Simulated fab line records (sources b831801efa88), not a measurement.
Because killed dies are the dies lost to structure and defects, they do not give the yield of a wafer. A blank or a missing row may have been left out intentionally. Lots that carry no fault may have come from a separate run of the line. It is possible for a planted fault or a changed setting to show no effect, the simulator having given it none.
Chamber matching	flow sky130	rieDiel-04 running SKY_VIA2_ETCH_14: 4 sister chambers
The step etches BARC in N2/H2, stops on SiO2, time 45.9 s, target depth 60 nm. 7 wafers are shown with their chamber, then 7 later ones without.

WAFERS PAIRED WITH THEIR CHAMBERS
wafer	chamber	rfFwdPowerW (W)	oesProductAu (a.u.)
L122.2	0	493.4	0.857
L127.1	2	493.4	0.852
L127.4	3	496.4	0.856
L128.2	3	494.4	0.855
L128.5	1	496.4	0.852
L129.4	1	494.8	0.853
L129.5	2	493.9	0.847

WAFERS WITHOUT THEIR CHAMBER
wafer	rfFwdPowerW (W)	oesProductAu (a.u.)
L129.6	493.3	0.855
L130.2	492.7	0.853
L130.3	495.3	0.853
L130.6	491.6	0.852
L138.2	495.4	0.858
L138.4	495.7	0.862
L138.6	497.3	0.852

THE CHAMBER EACH PASSED THROUGH
wafer	from the rows above	in truth
L129.6	can't be placed: 0 or 3 or 1 or 2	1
L130.2	can't be placed: 2 or 0 or 1 or 3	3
L130.3	can't be placed: 1 or 3 or 2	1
L130.6	can't be placed: 2 or 0 or 1 or 3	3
L138.2	can't be placed: 3 or 0 or 1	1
L138.4	can't be placed: 3 or 0 or 1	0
L138.6	can't be placed: 1 or 3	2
Correct placement for 0 of the 7. These rows do not allow placing 7 (true chamber among the candidates in 6). 0 placed wrongly.
How it was worked out, from the rows above alone: a wafer's distance from a chamber is the root of the sum, over the readings, of the square of ((its reading less the chamber's mean) divided by the reading's scatter). The wafer belongs to the nearest chamber; if the next one is less than 2 further off, it can't be placed. For every chamber, the mean is computed from those of its wafers that are shown. The scatter: take each reading less its chamber's mean, square it, sum over the shown wafers, divide by the number of wafers less the number of chambers, and take the root.
